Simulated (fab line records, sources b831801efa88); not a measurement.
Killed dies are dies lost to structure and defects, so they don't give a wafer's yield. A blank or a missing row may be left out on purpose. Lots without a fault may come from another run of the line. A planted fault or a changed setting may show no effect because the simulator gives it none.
One fault seen from 2 desks | flow gf180mcu | each desk has only its own numbers; what lay behind them comes last

THE METROLOGY DESK
What the gauges read, lot by lot, whatever tool the lot ran on: means of the sampled wafers that have a number. A lot is out of limits, marked OUT, if its mean lies more than 4 standard deviations from the usual mean; the brackets give that distance.
Columns: A = M3_ALCU_THK at GF_M3_THK_MEAS_06, usual 447 nm
lot  | first seen here | A
L957 | day 20 14:35    | 451
L958 | day 20 20:51    | 448
L959 | day 21 10:05    | 445
L960 | day 21 12:08    | 449
L962 | day 22 08:56    | 451
L961 | day 22 12:32    | 450
L970 | day 25 10:16    | 450
L973 | day 26 03:55    | 444
L975 | day 26 21:01    | 448
L976 | day 27 02:14    | 452
L977 | day 27 13:34    | 448
L978 | day 27 13:51    | 444
L980 | day 28 01:35    | 443
This desk's finding: nothing out of limits on any of the 13 lots.

THE TOOL OWNER'S DESK: pvd_sputter-03
The tool's own readings at GF_SALICIDE_SPUTTER_02 (material Co, target thk 10 nm, time 20 s): means of the sampled wafers that have a number, for each lot that ran on this tool. A lot is out of limits, marked OUT, if its mean lies more than 4 standard deviations from the usual mean; the brackets give that distance.
Columns: A = throttle_valve_pct at GF_SALICIDE_SPUTTER_02, usual 29.4 %
lot  | first seen here | A
L962 | day 16 22:53    | 30.9
L961 | day 17 02:44    | 29.9
L970 | day 20 05:26    | 30.4
This desk's finding: nothing out of limits on any of the 3 lots.

PUT TOGETHER
The metrology desk saw nothing out of limits.
The tool owner's desk saw nothing out of limits.

WHAT THE SIMULATOR HAD PUT IN
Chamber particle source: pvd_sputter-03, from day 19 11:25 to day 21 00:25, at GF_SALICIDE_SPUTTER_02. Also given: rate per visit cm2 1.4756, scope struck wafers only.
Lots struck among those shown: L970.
